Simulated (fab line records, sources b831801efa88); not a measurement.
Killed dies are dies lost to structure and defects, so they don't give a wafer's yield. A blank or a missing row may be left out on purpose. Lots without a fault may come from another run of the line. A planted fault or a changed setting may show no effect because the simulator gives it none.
Which tool did it? | flow sky130 | 14 lots, 41 wafers sampled, at 1 step of a route of 708

WHAT THE GAUGES READ, wafer by wafer
SKY_VIA1_CD_MEAS_12: target cd 150 nm.
lot  | measured     | on        | cd_nm (nm)
L496 | day 32 22:51 | cd_sem-01 | 151.0 150.0 149.1
L497 | day 34 00:07 | cd_sem-01 | 150.2 151.3 150.0
L498 | day 34 15:25 | cd_sem-01 | 148.3 147.2 146.4
L499 | day 35 12:49 | cd_sem-02 | 152.2 151.4 152.7
L500 | day 35 15:01 | cd_sem-01 | 149.0 148.6 151.0
L501 | day 35 20:18 | cd_sem-02 | 149.1 151.3 151.2
L503 | day 36 17:25 | cd_sem-01 | 150.9 150.6 149.8
L505 | day 37 10:42 | cd_sem-02 | 151.8 151.4 152.4
L506 | day 37 18:57 | cd_sem-02 | 149.7 150.1 149.9
L512 | day 39 16:25 | cd_sem-02 | 150.9 150.9 149.8
L511 | day 39 19:39 | cd_sem-01 | 148.8 149.2 150.5
L508 | day 39 22:15 | cd_sem-01 | 149.5 148.7 148.6
L510 | day 39 22:58 | cd_sem-02 | 150.9 153.0 153.1
L519 | day 41 17:43 | cd_sem-01 | 150.9 149.9

WHICH TOOL RAN EACH LOT (tool, then ch and the chambers of the sampled wafers, then the start)
The record holds no process step before these readings.

WHAT THE TOOLS THEMSELVES READ (means of the sampled wafers that have a number; where no wafer has one, the mark that the record gives instead)
The record holds no such reading with a usual standard deviation.

THE ANSWER, worked out from the rows above alone
Rule: what is usual is taken from the lots themselves. Put in order of their means at a reading, lots are off if they are a third of the lots or fewer, leave a main group of 4 or more, and stand apart from it by a gap of 3 or more times the standard deviation of the main group's means; of several such gaps the widest counts. A main group whose means are all the same, to the digits that the tables above print for the reading, isn't used. A lot without any number at a reading at which 4 lots or more have one is off too. The other lots that the step has rows for count as sound. The gauges are gone through in route order, then the tools' own readings, and for those a lot's mean is taken as printed above. The first step at which some lot is off is used, and at that step the reading that is off furthest; a lot without a number counts as furthest.
No lot is off at any reading shown: from this, nothing can be told.

WHAT THE SIMULATOR HAD PUT IN
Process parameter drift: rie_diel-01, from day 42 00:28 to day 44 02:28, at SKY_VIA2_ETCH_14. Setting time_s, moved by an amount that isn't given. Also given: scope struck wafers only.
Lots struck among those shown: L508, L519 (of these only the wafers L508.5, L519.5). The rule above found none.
